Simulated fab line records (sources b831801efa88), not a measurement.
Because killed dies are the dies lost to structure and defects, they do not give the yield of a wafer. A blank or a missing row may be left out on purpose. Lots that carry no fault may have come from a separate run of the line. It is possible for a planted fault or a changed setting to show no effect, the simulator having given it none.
fab line records | flow sky130
record lots=11 wafers=33 last-day=51
route steps=708 shown POLY_GATE@229 LDD_N@247 LDD_P@265
lots untouched by any fault: they come from a run of this same line in which no faults occurred
start-h: the number of hours between the record's first day and the start of the first shown wafer of the lot | wait-h: hours since the lot's step before | " unchanged from the row above | L1.1+2: one row covering several wafers at once | - value missing, or start not given | * or withheld: withheld | < > ~ a bound
route shown NAME@n: a module of which the file shows steps, and the number in the route of the first | usual: mean/standard deviation of fault-free wafers | same: alike in all rows | chamber/n: place in a boat | sites: the reading at each site | _std_site: the values' standard deviation | _edge_site: mean of outer sites minus mean of inner sites | radius-mm: for every site, how far away it sits from the centre of the wafer | mask NAME#n: copy n | behind: the last tool/chamber to shape the wafer | hold: why the lot was held/for how many hours/how that ended | device: whichever transistor did not switch (one of n, p or np) | end of line: the route-end tests of the same wafers | a step with no rows: only its recipe | killed: not the wafer's yield, but the dies lost to structure and defects at the first sort | map: the dies of a wafer, with x for killed, . for not killed, _ for no die there
set.NAME: the setting that was run; set.NAME@STEP: the one run at that earlier step | model.NAME: the simulator's own value behind a step, which no gauge read
route steps across a sampled set of lots; one table per step, one row per wafer
services: when a tool's chamber went out of use (start-h, in hours from the record's first day, below 0 if earlier), for how many hours, and the reason
## steps
# step SKY_POLY_GATE_ETCH_15
# recipe chemistry=N2/H2 target=BARC ion-energy-ev=200 source-w=500 bias-w=100 pressure-mtorr=30 n2-flow-sccm=100 h2-flow-sccm=200 stop-on=SiO2 time-s=118.5 target-depth-a=1100
# usual drypump-motor-current-A=5.7/0.34 oes-product-au=0.716/0.0051 throttle-valve-pct=13.213/0.0089
# columns lot.wafer tool chamber start-h wait-h drypump-motor-current-A oes-product-au rf-hours-counter-h throttle-valve-pct
L642.1 rie-diel-03 0 395.35 0.0 5.7 0.715 5 13.215
L642.3 " 2 " " 5.2 0.714 61 13.206
L642.5 " 3 " " 6.4 0.716 - 13.200
L641.1 rie-diel-01 1 396.49 0.0 5.6 0.720 0 13.214
L641.4 " 0 " " 6.1 0.721 46 13.210
L641.5 " 3 " " 5.7 0.723 - 13.215
L644.3 rie-diel-03 3 410.15 0.0 6.5 0.721 78 13.207
L644.4 " 1 " " 5.8 0.713 100 13.219
L644.5 " 2 " " 5.2 0.717 - 13.221
L645.2 rie-diel-03 1 421.14 0.0 5.8 0.713 100 13.225
L645.3 " 0 " " 5.7 0.722 6 13.209
L645.6 " 2 " " 5.2 0.713 - 13.221
L648.1 rie-diel-01 3 449.20 0.0 5.7 0.710 14 13.217
L648.4 " 1 " " 5.6 0.715 1 13.211
L648.5 " 0 " " 6.2 0.716 - 13.206
L651.1 rie-diel-03 2 470.00 0.0 5.2 0.717 63 13.221
L651.5 " 0 " " 5.7 0.716 - 13.226
L651.6 " 2 " " 5.2 0.719 - 13.212
L652.4 rie-diel-04 0 475.79 0.0 5.5 0.716 33 13.224
L652.5 " 1 " " 5.8 0.711 - 13.228
L652.6 " 2 " " 5.5 0.707 - 13.210
L653.1 rie-diel-01 3 496.20 0.0 5.7 0.722 15 13.213
L653.3 " 2 " " 5.3 0.718 32 13.204
L653.6 " 1 " " 5.6 0.719 - 13.234
L658.3 rie-diel-04 0 532.90 0.0 5.5 0.722 34 13.216
L658.5 " 0 " " 5.5 0.718 - 13.222
L658.6 " 1 " " 5.8 0.716 - 13.229
L661.1 rie-diel-01 3 553.50 0.0 5.7 0.714 16 13.203
L661.3 " 2 " " 5.3 0.718 33 13.197
L661.5 " 0 " " 6.2 0.733 - 13.204
L662.1 rie-diel-03 2 571.18 0.0 5.2 0.712 65 13.213
L662.3 " 0 " " 5.7 0.718 8 13.209
L662.6 " 0 " " 5.7 0.718 - 13.230
# step SKY_POLY_GATE_THK_MEAS_21
# recipe reads=SiO2_of_POLY_GATE_OXIDATION_20
# usual POLY_GATE_OXIDATION_THK=4.01/0.075
# columns lot.wafer tool chamber start-h wait-h POLY_GATE_OXIDATION_THK[nm]
L641.1 film-metro-02 - 399.17 0.0 4.09
L641.4 " - " " 4.04
L641.5 " - " " 4.09
L642.1 film-metro-04 - 399.17 0.0 3.98
L642.3 " - " " 3.96
L642.5 " - " " 4.07
L644.3 film-metro-02 - 413.13 0.0 3.99
L644.4 " - " " 3.93
L644.5 " - " " 3.97
L645.2 film-metro-04 - 424.45 0.0 4.05
L645.3 " - " " 4.08
L645.6 " - " " 3.96
L648.1 film-metro-02 - 451.08 0.0 4.17
L648.4 " - " " 4.11
L648.5 " - " " 4.18
L651.1 film-metro-02 - 471.64 0.0 4.01
L651.5 " - " " 4.01
L651.6 " - " " 3.93
L652.4 film-metro-03 - 477.97 0.0 4.02
L652.5 " - " " 4.10
L652.6 " - " " 4.01
L653.1 film-metro-04 - 497.84 0.0 3.92
L653.3 " - " " 4.01
L653.6 " - " " 3.99
L658.3 film-metro-04 - 534.56 0.0 4.13
L658.5 " - " " 4.04
L658.6 " - " " 4.02
L661.1 film-metro-02 - 555.19 0.0 4.06
L661.3 " - " " 4.12
L661.5 " - " " 4.08
L662.1 film-metro-04 - 572.82 0.0 4.11
L662.3 " - " " 4.05
L662.6 " - " " 4.21
# step SKY_LDD_N_IMPLANT_10
# recipe species=As energy-kev=20 dose-cm2=7.5e+13 tilt-deg=withheld rotation-deg=203
# columns lot.wafer tool chamber start-h wait-h
L642.1+3+5 implanter-01 0 430.17 0.1
L641.1+4+5 implanter-03 0 430.19 0.1
L644.3+4+5 implanter-01 0 444.84 0.1
L645.2+3+6 implanter-01 0 456.19 0.1
L648.1+4+5 implanter-03 0 482.59 0.1
L651.1+5+6 implanter-02 0 502.89 0.1
L651.1+5+6 implanter-02 0 503.20 0.3
L652.4+5+6 implanter-03 0 509.49 0.1
L652.4+5+6 implanter-03 0 509.81 0.3
L653.1+3+6 implanter-01 0 533.37 0.1
L658.3+5+6 implanter-01 0 565.38 0.1
L658.3+5+6 implanter-01 0 565.70 0.3
L661.1+3+5 implanter-01 0 585.73 0.1
L662.1+3+6 implanter-01 0 603.54 0.1
# step SKY_LDD_N_STRIP_16
# recipe chemistry=O2/N2 power-w=1400 pressure-mtorr=1500 platen-temp-c=withheld o2-flow-sccm=3000 n2-flow-sccm=300 overash-fraction=0.5
# usual drypump-motor-current-A=5.85/0.28 oes-product-au=0.407/0.0044 strip-time-to-endpoint-s=4.314/0.015
# columns lot.wafer tool chamber start-h wait-h drypump-motor-current-A oes-product-au rf-hours-counter-h strip-time-to-endpoint-s
L642.1 plasma-asher-03 0 431.07 0.1 5.68 0.406 60 4.293
L642.3 " 1 " " 5.61 0.401 - 4.324
L642.5 " 1 " " 5.62 0.407 - 4.324
L641.1 plasma-asher-03 0 431.17 0.2 5.68 0.407 60 4.311
L641.4 " 1 " " 5.61 0.408 - 4.334
L641.5 " 1 " " 5.61 0.412 - 4.307
L644.3 plasma-asher-03 1 445.74 0.1 5.62 0.410 - 4.306
L644.4 " 0 " " 5.64 0.408 - 4.331
L644.5 " 1 " " 5.62 0.408 - 4.313
L645.2 plasma-asher-03 0 457.07 0.1 5.68 0.410 64 4.336
L645.3 " 1 " " 5.63 0.398 - 4.318
L645.6 " 1 " " 5.62 0.407 - 4.305
L648.1 plasma-asher-02 1 483.49 0.1 6.33 0.416 31 4.324
L648.4 " 1 " " 6.32 0.407 - 4.325
L648.5 " 1 " " 6.32 0.400 - 4.322
L651.1 plasma-asher-04 1 504.10 0.1 5.67 0.409 8 4.558
L651.5 " 0 " " 6.16 0.402 - 4.518
L651.6 " 1 " " 5.64 0.404 - 4.537
L652.4 plasma-asher-04 0 510.79 0.2 6.19 0.407 - 4.526
L652.5 " 1 " " 5.68 0.405 - 4.514
L652.6 " 0 " " 6.20 0.404 - 4.524
L653.1 plasma-asher-02 1 534.27 0.1 6.36 0.413 36 4.300
L653.3 " 0 " " 5.69 0.407 - 4.310
L653.6 " 1 " " 6.33 0.412 - 4.294
L658.3 plasma-asher-02 1 566.58 0.1 6.33 0.408 - 4.519
L658.5 " 0 " " 5.68 0.411 - 4.519
L658.6 " 1 " " 6.33 0.404 - 4.521
L661.1 plasma-asher-03 0 586.63 0.1 5.70 0.402 77 4.321
L661.3 " 0 " " 5.70 0.406 - 4.309
L661.5 " 0 " " 5.67 0.408 - 4.338
L662.1 plasma-asher-02 1 604.44 0.1 6.30 0.409 43 4.314
L662.3 " 0 " " 5.66 0.412 - 4.326
L662.6 " 1 " " 6.34 0.406 - 4.311
# step SKY_LDD_N_TW_MEAS_17
# usual LDD_N_TW=2575/25
# columns lot.wafer tool chamber start-h wait-h LDD_N_TW
L642.1 film-metro-03 - 431.17 0.1 2556
L642.3 " - " " 2553
L642.5 " - " " 2543
L641.1 film-metro-02 - 431.27 0.1 2602
L641.4 " - " " 2604
L641.5 " - " " 2605
L644.3 film-metro-03 - 445.83 0.1 2549
L644.4 " - " " 2555
L644.5 " - " " 2573
L645.2 film-metro-01 - 457.18 0.1 2618
L645.3 " - " " 2605
L645.6 " - " " 2608
L648.1 film-metro-01 - 483.59 0.1 2583
L648.4 " - " " 2596
L648.5 " - " " 2584
L651.1 film-metro-03 - 504.20 0.1 2663
L651.5 " - " " 2668
L651.6 " - " " 2669
L652.4 film-metro-03 - 510.89 0.1 2653
L652.5 " - " " 2653
L652.6 " - " " 2660
L653.1 film-metro-03 - 534.37 0.1 2555
L653.3 " - " " 2564
L653.6 " - " " 2562
L658.3 film-metro-01 - 566.67 0.1 2704
L658.5 " - " " 2699
L658.6 " - " " 2718
L661.1 film-metro-03 - 586.73 0.1 2541
L661.3 " - " " 2553
L661.5 " - " " 2548
L662.1 film-metro-01 - 604.54 0.1 2611
L662.3 " - " " 2603
L662.6 " - " " 2596
# step SKY_LDD_P_STRIP_10
# recipe chemistry=O2/N2 power-w=1400 pressure-mtorr=1500 platen-temp-c=withheld o2-flow-sccm=3000 n2-flow-sccm=300 overash-fraction=0.5
# usual drypump-motor-current-A=5.8/0.4 oes-product-au=0.716/0.0051 strip-time-to-endpoint-s=14.17/0.042
# columns lot.wafer tool chamber start-h wait-h drypump-motor-current-A oes-product-au rf-hours-counter-h strip-time-to-endpoint-s
L642.1 plasma-asher-04 0 462.34 0.1 6.2 0.713 4 14.16
L642.3 " 1 " " 5.7 0.714 - 14.12
L642.5 " 0 " " 6.2 0.723 - 14.15
L641.1 plasma-asher-01 0 462.36 0.1 5.0 0.719 77 14.16
L641.4 " 1 " " 5.7 0.711 - 14.14
L641.5 " 1 " " 5.7 0.726 - 14.16
L644.3 plasma-asher-01 0 477.39 0.1 5.0 0.716 - 14.14
L644.4 " 1 " " 5.7 0.720 - 14.16
L644.5 " 0 " " 5.0 0.719 - 14.14
L645.2 plasma-asher-04 0 488.54 0.1 6.1 0.719 6 14.21
L645.3 " 0 " " 6.2 0.712 - 14.17
L645.6 " 1 " " 5.7 0.716 - 14.22
L648.1 plasma-asher-02 0 515.30 0.1 5.7 0.719 35 14.16
L648.4 " 0 " " 5.7 0.721 - 14.18
L648.5 " 0 " " 5.7 0.726 - 14.16
L651.1 plasma-asher-04 1 535.06 0.1 5.6 0.724 11 14.19
L651.5 " 1 " " 5.7 0.718 - 14.16
L651.6 " 0 " " 6.2 0.707 - 14.23
L652.4 plasma-asher-04 1 541.59 0.1 5.7 0.710 - 14.12
L652.5 " 1 " " 5.7 0.706 - 14.13
L652.6 " 0 " " 6.2 0.711 - 14.17
L653.1 plasma-asher-04 0 564.66 0.1 6.2 0.715 14 14.11
L653.3 " 0 " " 6.2 0.715 - 14.13
L653.6 " 0 " " 6.2 0.720 - 14.18
L658.3 plasma-asher-04 1 596.72 0.1 5.7 0.712 - 14.13
L658.5 " 1 " " 5.7 0.717 - 14.12
L658.6 " 0 " " 6.2 0.722 - 14.13
L661.1 plasma-asher-01 0 616.30 0.1 5.0 0.717 93 14.22
L661.3 " 1 " " 5.7 0.713 - 14.17
L661.5 " 0 " " 5.0 0.710 - 14.15
L662.1 plasma-asher-04 0 634.85 0.1 6.2 0.719 20 14.23
L662.3 " 1 " " 5.7 0.709 - 14.21
L662.6 " 1 " " 5.7 0.717 - 14.21
## services
# columns tool chamber start-h hours kind
rie-diel-01 - 379.59 2.8 pm
implanter-03 - 382.02 4.3 repair
rie-diel-01 - 384.12 0.6 repair
implanter-03 - 386.29 3.3 pm
implanter-03 - 399.62 3.4 repair
plasma-asher-04 - 420.62 2.8 pm
plasma-asher-04 - 423.37 9.0 pm
rie-diel-03 3 424.36 3.6 repair
plasma-asher-02 - 430.04 33.2 repair
implanter-03 - 435.14 2.1 repair
plasma-asher-02 - 454.51 1.5 repair
implanter-03 - 466.76 1.3 repair
plasma-asher-01 - 489.92 2.8 repair
rie-diel-03 - 509.82 14.6 pm
plasma-asher-02 - 540.25 4.5 repair
implanter-03 - 547.16 1.5 repair
implanter-03 - 552.96 5.4 pm
rie-diel-01 0 558.73 12.4 repair
rie-diel-03 2 608.39 1.2 repair
rie-diel-03 1 608.43 9.9 repair
rie-diel-01 2 610.02 6.3 repair
plasma-asher-02 - 610.50 2.8 pm
plasma-asher-04 - 611.18 10.0 pm
plasma-asher-01 - 613.28 2.8 pm
## key
first-sign step=SKY_LDD_N_IMPLANT_10 reading=visit direction=added
effect step=SKY_LDD_N_STRIP_16 reading=strip-time-to-endpoint-s direction=up sigmas=14 usual=* struck=*
effect step=SKY_LDD_N_TW_MEAS_17 reading=LDD_N_TW direction=up sigmas=4.1 usual=2575 struck=2676
met-at SKY_LDD_N_IMPLANT_10
struck-lots L651,L652,L658
tester-left-out L651,L652,L658
not-acting-at SKY_POLY_GATE_ETCH_15,SKY_POLY_GATE_THK_MEAS_21,SKY_LDD_P_STRIP_10
fault kind=repeated-step-whole tool=implanter-01,implanter-02,implanter-03 chamber=- onset-h=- steps=SKY_LDD_N_IMPLANT_10 times=1 scope=struck-lots-only
# tester-left-out: of these lots the tester's yield and bins aren't shown, on N5 and GAA mostly nor the transistor test; their killed dies are dies lost to structure and defects alone, not to doping, threshold or leakage, so they don't give the yield
